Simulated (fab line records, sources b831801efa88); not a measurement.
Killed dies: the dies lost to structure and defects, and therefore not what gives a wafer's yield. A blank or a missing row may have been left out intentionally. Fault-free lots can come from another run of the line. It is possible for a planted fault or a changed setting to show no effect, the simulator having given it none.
Matching of chambers + flow gf180mcu + GF_V3_CVD_02 on pecvd-04 has 3 sister chambers
The step deposits SiO2 from TEOS, target thk 850 nm, time 94.851 s. 6 wafers are shown with their chamber, then 7 later ones without.

== WAFERS PAIRED WITH THEIR CHAMBERS ==
| wafer  | chamber | heaterPowerW (W) |
|--------|---------|------------------|
| L083.1 | 2       | 684              |
| L088.1 | 1       | 695              |
| L088.2 | 2       | 615              |
| L088.6 | 1       | 742              |
| L092.3 | 0       | 870              |
| L092.5 | 0       | 702              |

== WAFERS WITHOUT THEIR CHAMBER ==
| wafer  | heaterPowerW (W) |
|--------|------------------|
| L092.6 | 802              |
| L095.2 | 776              |
| L095.4 | 658              |
| L095.5 | 687              |
| L097.2 | 708              |
| L097.5 | 692              |
| L097.6 | 729              |

== WHICH CHAMBER EACH WENT THROUGH ==
| wafer  | from the rows above          | in truth |
|--------|------------------------------|----------|
| L092.6 | can't be placed: 0 or 1 or 2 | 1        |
| L095.2 | can't be placed: 0 or 1 or 2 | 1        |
| L095.4 | can't be placed: 2 or 1 or 0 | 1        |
| L095.5 | can't be placed: 1 or 2 or 0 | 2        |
| L097.2 | can't be placed: 1 or 2 or 0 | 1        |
| L097.5 | can't be placed: 1 or 2 or 0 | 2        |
| L097.6 | can't be placed: 1 or 0 or 2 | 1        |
Placed correctly: 0 of 7. Unplaceable from these rows: 7, with the true chamber sitting among the candidates in 7. Number placed wrongly: 0.
How it was worked out, from the rows above alone: a wafer's distance from a chamber is the root of the sum, over the readings, of the square of ((its reading less the chamber's mean) divided by the reading's scatter). If the next closest chamber is less than 2 further off than the closest, the wafer can't be placed; otherwise it belongs to the closest. The mean given for a chamber averages the wafers shown for that chamber. The scatter: take each reading less its chamber's mean, square it, sum over the shown wafers, divide by the number of wafers less the number of chambers, and take the root.
